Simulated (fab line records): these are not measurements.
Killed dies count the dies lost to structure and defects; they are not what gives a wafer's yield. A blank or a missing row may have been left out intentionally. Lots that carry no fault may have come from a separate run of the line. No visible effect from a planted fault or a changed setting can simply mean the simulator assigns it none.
The tool behind it: which one? ; flow gf180mcu ; 24 lots, 72 wafers sampled, at 5 steps of a route of 602

## WHAT THE GAUGES SHOWED, per wafer
GF_M3_RS_MEAS_05: measures by four-point-probe.
lot;measured;on;M3_ALCU_RS (ohm/sq)
L074;day 20 11:00;filmMetro-03;0.0711 0.0694 0.0714
L075;day 20 16:26;filmMetro-03;0.0686 0.0688 0.0702
L076;day 20 21:42;filmMetro-03;0.0678 0.0689 0.0679
L077;day 21 06:35;filmMetro-02;0.0709 0.0698 0.0703
L078;day 21 09:56;filmMetro-03;0.0702 0.0709 0.0697
L079;day 22 02:08;filmMetro-03;0.0685 0.0691 0.0706
L080;day 22 14:04;filmMetro-04;0.0698 0.0693 0.0689
L081;day 23 04:13;filmMetro-03;0.0702 0.0703 0.0706
L082;day 23 15:44;filmMetro-03;0.0697 0.0694 0.0689
L083;day 23 20:59;filmMetro-04;0.0690 0.0693 0.0692
L084;day 24 06:01;filmMetro-04;0.0711 0.0691 0.0712
L085;day 24 18:40;filmMetro-02;0.0692 0.0688 0.0685
L086;day 25 02:04;filmMetro-02;0.0695 0.0699 0.0700
L087;day 25 15:23;filmMetro-03;0.0693 0.0688 0.0703
L088;day 25 20:26;filmMetro-02;0.0696 0.0695 0.0692
L090;day 26 01:14;filmMetro-02;0.0690 0.0704 0.0689
L091;day 26 10:02;filmMetro-04;0.0689 0.0701 0.0694
L089;day 26 11:35;filmMetro-02;0.0679 0.0693 0.0681
L092;day 26 17:23;filmMetro-04;0.0695 0.0695 0.0687
L093;day 27 02:18;filmMetro-02;0.0703 0.0709 0.0695
L094;day 27 06:58;filmMetro-04;0.0697 0.0679 0.0699
L095;day 27 08:19;filmMetro-03;0.0706 0.0694 0.0697
L096;day 27 18:35;filmMetro-04;0.0699 0.0692 0.0691
L097;day 28 06:50;filmMetro-02;0.0695 0.0683 0.0696

GF_M3_OVL_MEAS_15.
lot;measured;on;M3_OVL (nm)
L074;day 21 11:06;overlay-02;4 -1 -1
L075;day 21 15:56;overlay-02;-8 -4 3
L076;day 21 21:10;overlay-02;4 3 -3
L077;day 22 06:20;overlay-02;-3 -3 -2
L078;day 22 09:25;overlay-02;2 3 -2
L079;day 23 01:19;overlay-01;13 8 4
L080;day 23 13:08;overlay-01;3 5 3
L081;day 24 02:20;overlay-02;-6 1 -12
L082;day 24 13:20;overlay-01;4 -5 4
L083;day 24 18:47;overlay-01;2 -4 -6
L084;day 25 03:37;overlay-01;7 0 2
L085;day 25 15:58;overlay-02;3 -5 2
L086;day 25 22:23;overlay-01;7 5 5
L087;day 26 12:22;overlay-02;-5 -1 5
L088;day 26 17:13;overlay-01;-7 -7 2
L090;day 26 21:49;overlay-02;-4 -2 0
L091;day 27 06:35;overlay-01;-1 -5 2
L089;day 27 08:07;overlay-01;17 6 2
L092;day 27 13:50;overlay-01;8 3 5
L093;day 27 22:13;overlay-01;5 4 4
L094;day 28 02:28;overlay-01;5 4 6
L095;day 28 03:58;overlay-02;5 -2 -2
L096;day 28 14:02;overlay-01;-2 -6 0
L097;day 29 01:58;overlay-01;-2 5 7

## WHAT TOOL EACH LOT RAN ON (gives the tool, then ch and the chambers of the sampled wafers, and finally the start)
lot;GF_SAB_STRIP_13;GF_M1_SPUTTER_01;GF_M3_SPUTTER_01
L074;plasmaAsher-03 ch 0,1, day 15 06:07;pvdSputter-02, day 16 06:39;pvdSputter-04, day 20 10:49
L075;plasmaAsher-04 ch 0,1, day 15 09:44;pvdSputter-04, day 16 10:39;pvdSputter-02, day 20 16:19
L076;plasmaAsher-03 ch 0,1, day 15 14:58;pvdSputter-01, day 16 16:03;pvdSputter-02, day 20 21:35
L077;plasmaAsher-04 ch 0,1, day 15 23:34;pvdSputter-01, day 17 01:00;pvdSputter-02, day 21 06:27
L078;plasmaAsher-03 ch 0,1, day 16 02:22;pvdSputter-02, day 17 03:33;pvdSputter-02, day 21 09:49
L079;plasmaAsher-02 ch 0,1, day 16 19:13;pvdSputter-01, day 17 20:40;pvdSputter-04, day 22 02:01
L080;plasmaAsher-02 ch 0,1, day 17 06:29;pvdSputter-02, day 18 08:33;pvdSputter-02, day 22 13:54
L081;plasmaAsher-03 ch 0,1, day 17 19:22;pvdSputter-02, day 18 22:04;pvdSputter-02, day 23 03:58
L082;plasmaAsher-03 ch 0, day 18 08:38;pvdSputter-02, day 19 11:48;pvdSputter-02, day 23 15:35
L083;plasmaAsher-03 ch 0,1, day 18 13:04;pvdSputter-01, day 19 16:13;pvdSputter-02, day 23 20:52
L084;plasmaAsher-03 ch 1, day 19 00:23;pvdSputter-02, day 20 03:37;pvdSputter-04, day 24 05:53
L085;plasmaAsher-02 ch 0,1, day 19 13:18;pvdSputter-01, day 20 16:24;pvdSputter-04, day 24 18:33
L086;plasmaAsher-02 ch 0,1, day 19 21:46;pvdSputter-01, day 21 00:38;pvdSputter-02, day 25 01:54
L087;plasmaAsher-03 ch 0,1, day 20 13:17;pvdSputter-02, day 21 15:41;pvdSputter-04, day 25 15:16
L088;plasmaAsher-03 ch 0, day 20 19:28;pvdSputter-02, day 21 21:49;pvdSputter-02, day 25 20:19
L090;plasmaAsher-02 ch 0,1, day 21 00:38;pvdSputter-02, day 22 03:09;pvdSputter-04, day 26 01:07
L091;plasmaAsher-03 ch 0, day 21 09:14;pvdSputter-02, day 22 12:15;pvdSputter-04, day 26 09:53
L089;plasmaAsher-04 ch 0,1, day 21 09:26;pvdSputter-04, day 22 12:34;pvdSputter-01, day 26 11:28
L092;plasmaAsher-03 ch 0,1, day 21 20:22;pvdSputter-02, day 22 22:07;pvdSputter-04, day 26 17:16
L093;plasmaAsher-02 ch 0,1, day 22 04:32;pvdSputter-04, day 23 06:13;pvdSputter-02, day 27 02:10
L094;plasmaAsher-04 ch 0, day 22 10:32;pvdSputter-04, day 23 11:37;pvdSputter-04, day 27 06:51
L095;plasmaAsher-03 ch 0,1, day 22 12:29;pvdSputter-02, day 23 14:04;pvdSputter-02, day 27 08:11
L096;plasmaAsher-02 ch 0,1, day 23 00:44;pvdSputter-02, day 24 02:07;pvdSputter-02, day 27 18:27
L097;plasmaAsher-02 ch 0,1, day 23 13:26;pvdSputter-04, day 24 14:04;pvdSputter-01, day 28 06:43
- GF_SAB_STRIP_13: strips in O2/N2.
- GF_M1_SPUTTER_01: material TiN, target thk 30 nm, time 25 s.
- GF_M3_SPUTTER_01: material TiN, target thk 30 nm, time 25 s.

## WHAT THE TOOLS THEMSELVES READ (means of the sampled wafers that have a number; where no wafer has one, the mark that the record gives instead)
GF_SAB_STRIP_13.
lot;tool;drypumpMotorCurrentA (A);heaterPowerW (W);oesProductAu (a.u.);stripTimeToEndpointS (s)
L074;plasmaAsher-03;4.8;317;0.710;12.59
L075;plasmaAsher-04;5.4;322;0.708;12.57
L076;plasmaAsher-03;4.8;319;0.712;12.60
L077;plasmaAsher-04;5.4;319;0.713;12.57
L078;plasmaAsher-03;5.0;317;0.710;12.65
L079;plasmaAsher-02;5.5;350;0.706;12.61
L080;plasmaAsher-02;5.8;336;0.709;12.62
L081;plasmaAsher-03;5.0;313;0.706;12.58
L082;plasmaAsher-03;4.6;317;0.710;12.61
L083;plasmaAsher-03;4.8;314;0.715;12.62
L084;plasmaAsher-03;5.2;314;0.712;12.67
L085;plasmaAsher-02;5.5;345;0.715;12.56
L086;plasmaAsher-02;5.8;329;0.708;12.63
L087;plasmaAsher-03;5.0;313;0.704;12.53
L088;plasmaAsher-03;4.6;314;0.708;12.59
L090;plasmaAsher-02;5.7;337;0.710;12.60
L091;plasmaAsher-03;4.6;322;0.707;12.61
L089;plasmaAsher-04;5.4;326;0.714;12.59
L092;plasmaAsher-03;5.0;312;0.708;12.63
L093;plasmaAsher-02;5.5;351;0.713;12.58
L094;plasmaAsher-04;5.0;331;0.710;12.66
L095;plasmaAsher-03;4.8;316;0.709;12.60
L096;plasmaAsher-02;5.8;326;0.711;12.66
L097;plasmaAsher-02;5.7;330;0.708;12.59

GF_M1_SPUTTER_01.
lot;tool;throttleValvePct (%)
L074;pvdSputter-02;30.4
L075;pvdSputter-04;31.6
L076;pvdSputter-01;29.8
L077;pvdSputter-01;28.9
L078;pvdSputter-02;30.6
L079;pvdSputter-01;29.8
L080;pvdSputter-02;30.7
L081;pvdSputter-02;30.7
L082;pvdSputter-02;30.6
L083;pvdSputter-01;29.2
L084;pvdSputter-02;31.0
L085;pvdSputter-01;29.8
L086;pvdSputter-01;29.7
L087;pvdSputter-02;30.7
L088;pvdSputter-02;30.7
L090;pvdSputter-02;30.7
L091;pvdSputter-02;30.5
L089;pvdSputter-04;31.0
L092;pvdSputter-02;30.7
L093;pvdSputter-04;31.1
L094;pvdSputter-04;30.8
L095;pvdSputter-02;30.6
L096;pvdSputter-02;30.6
L097;pvdSputter-04;31.0

GF_M3_SPUTTER_01.
lot;tool;throttleValvePct (%)
L074;pvdSputter-04;31.3
L075;pvdSputter-02;30.6
L076;pvdSputter-02;30.6
L077;pvdSputter-02;30.7
L078;pvdSputter-02;30.6
L079;pvdSputter-04;29.9
L080;pvdSputter-02;30.6
L081;pvdSputter-02;30.8
L082;pvdSputter-02;30.6
L083;pvdSputter-02;30.7
L084;pvdSputter-04;30.0
L085;pvdSputter-04;30.6
L086;pvdSputter-02;30.4
L087;pvdSputter-04;30.4
L088;pvdSputter-02;30.5
L090;pvdSputter-04;31.6
L091;pvdSputter-04;30.5
L089;pvdSputter-01;29.3
L092;pvdSputter-04;30.6
L093;pvdSputter-02;30.6
L094;pvdSputter-04;31.0
L095;pvdSputter-02;30.8
L096;pvdSputter-02;30.6
L097;pvdSputter-01;29.1

## THE ANSWER, worked out from the rows above alone
Rule: the lots themselves supply what counts as usual. The widest of any qualifying gaps counts: lots, ordered by their means at a reading, are off when they make up no more than a third of the lots, leave a main group of 4 or more, and stand apart from it by 3 or more times the standard deviation of that group's means. If all means in a main group match to the digits the tables above print for the reading, that group is not used. A lot without any number at a reading at which 4 lots or more have one is off too. Where the step has rows for the other lots, those lots are counted as sound. After the gauges, taken in route order, come the tools' own readings; for these a lot's mean is taken, as printed above. At the first step where some lot is off, the reading lying furthest off is the one used; lots without a number count as furthest.
Nothing can be told from this: no lot is off at any reading shown.

## WHAT HAD BEEN PUT IN BY THE SIMULATOR
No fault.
